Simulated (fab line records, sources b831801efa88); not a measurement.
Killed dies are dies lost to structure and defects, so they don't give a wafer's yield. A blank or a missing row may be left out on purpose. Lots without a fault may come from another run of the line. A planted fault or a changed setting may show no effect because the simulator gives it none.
Tool commonality check | flow gf180mcu | 11 lots, 39 wafers sampled

WHY IT WAS OPENED
At GF_VT_IMPLANT_TW_MEAS_10 the reading VT_IMPLANT_TW is flagged on 2 of 11 lots. Wafers without a fault read 561, standard deviation 3.2.
Rule: a lot is flagged when every wafer of it that has a number lies more than 4 standard deviations from that mean, or none has a number. The other lots count as sound.

lot  | measured     | on            | VT_IMPLANT_TW, wafer by wafer | flag
L570 | day 5 22:25  | film_metro-03 | 559 560 560                   |
L571 | day 6 03:12  | film_metro-03 | 560 564 563                   |
L572 | day 6 08:55  | film_metro-04 | 560 561 559                   |
L574 | day 6 19:22  | film_metro-04 | 562 562 562                   |
L579 | day 8 10:55  | film_metro-04 | 30 30 30 30 30 30             | FLAGGED
L580 | day 8 11:13  | film_metro-03 | 30 30 30 30 30 30             | FLAGGED
L587 | day 10 08:37 | film_metro-03 | 563 559 561                   |
L588 | day 10 11:46 | film_metro-04 | 555 557 557                   |
L590 | day 11 00:07 | film_metro-02 | 569 566 567                   |
L591 | day 11 06:47 | film_metro-04 | 555 557 557                   |
L592 | day 11 12:42 | film_metro-03 | 564 565 563                   |
The numbers of the flagged lots are 30 on average: -531 against the usual, or -99 or more standard deviations.

WHICH TOOL RAN EACH LOT
The record holds 2 process steps before the reading, out of a route of 602 steps. In each cell: the tool, then ch and the chambers that the sampled wafers went through, then the start.
lot  | flag    | GF_MVPSD_STRIP_10                    | GF_VT_IMPLANT_STRIP_09
L570 |         | plasma_asher-02 ch 0,1, day 5 08:13  | plasma_asher-04 ch 0,1, day 5 22:19
L571 |         | plasma_asher-02 ch 0,1, day 5 12:41  | plasma_asher-03 ch 0,1, day 6 03:05
L572 |         | plasma_asher-04 ch 0,1, day 5 17:50  | plasma_asher-04 ch 0,1, day 6 08:50
L574 |         | plasma_asher-04 ch 0,1, day 6 04:29  | plasma_asher-03 ch 0,1, day 6 19:16
L579 | FLAGGED | plasma_asher-01 ch 0, day 7 18:01    | plasma_asher-03 ch 0,1, day 8 10:49
L580 | FLAGGED | plasma_asher-02 ch 0,1, day 7 18:32  | plasma_asher-04 ch 0,1, day 8 11:07
L587 |         | plasma_asher-02 ch 0,1, day 9 14:32  | plasma_asher-04 ch 0,1, day 10 08:31
L588 |         | plasma_asher-02 ch 0,1, day 9 18:20  | plasma_asher-04 ch 0,1, day 10 11:40
L590 |         | plasma_asher-01 ch 0,1, day 10 06:14 | plasma_asher-01 ch 0,1, day 11 00:01
L591 |         | plasma_asher-01 ch 0,1, day 10 11:40 | plasma_asher-03 ch 0,1, day 11 06:41
L592 |         | plasma_asher-02 ch 0,1, day 10 18:16 | plasma_asher-01 ch 0,1, day 11 12:35
What these steps do:
- GF_MVPSD_STRIP_10: strips in O2/N2.
- GF_VT_IMPLANT_STRIP_09: strips in O2/N2.
- GF_VT_IMPLANT_TW_MEAS_10

FLAGGED OVER TOTAL, TOOL BY TOOL (the gauges that took the reading come last)
step                     | tool            | lots run | flagged | share of the flagged lots | sound lots run after its first flagged lot
GF_MVPSD_STRIP_10        | plasma_asher-01 | 3        | 1       | some                      | 2 (L590,L591)
GF_MVPSD_STRIP_10        | plasma_asher-02 | 6        | 1       | some                      | 3 (L587,L588,L592)
GF_MVPSD_STRIP_10        | plasma_asher-04 | 2        | 0       | none                      | -
GF_VT_IMPLANT_STRIP_09   | plasma_asher-01 | 2        | 0       | none                      | -
GF_VT_IMPLANT_STRIP_09   | plasma_asher-03 | 4        | 1       | some                      | 1 (L591)
GF_VT_IMPLANT_STRIP_09   | plasma_asher-04 | 5        | 1       | some                      | 2 (L587,L588)
GF_VT_IMPLANT_TW_MEAS_10 | film_metro-02   | 1        | 0       | none                      | -
GF_VT_IMPLANT_TW_MEAS_10 | film_metro-03   | 5        | 1       | some                      | 2 (L587,L592)
GF_VT_IMPLANT_TW_MEAS_10 | film_metro-04   | 5        | 1       | some                      | 2 (L588,L591)

WHAT THE TABLE ALLOWS
No row of the table ran every flagged lot.

WHAT THE SIMULATOR HAD PUT IN
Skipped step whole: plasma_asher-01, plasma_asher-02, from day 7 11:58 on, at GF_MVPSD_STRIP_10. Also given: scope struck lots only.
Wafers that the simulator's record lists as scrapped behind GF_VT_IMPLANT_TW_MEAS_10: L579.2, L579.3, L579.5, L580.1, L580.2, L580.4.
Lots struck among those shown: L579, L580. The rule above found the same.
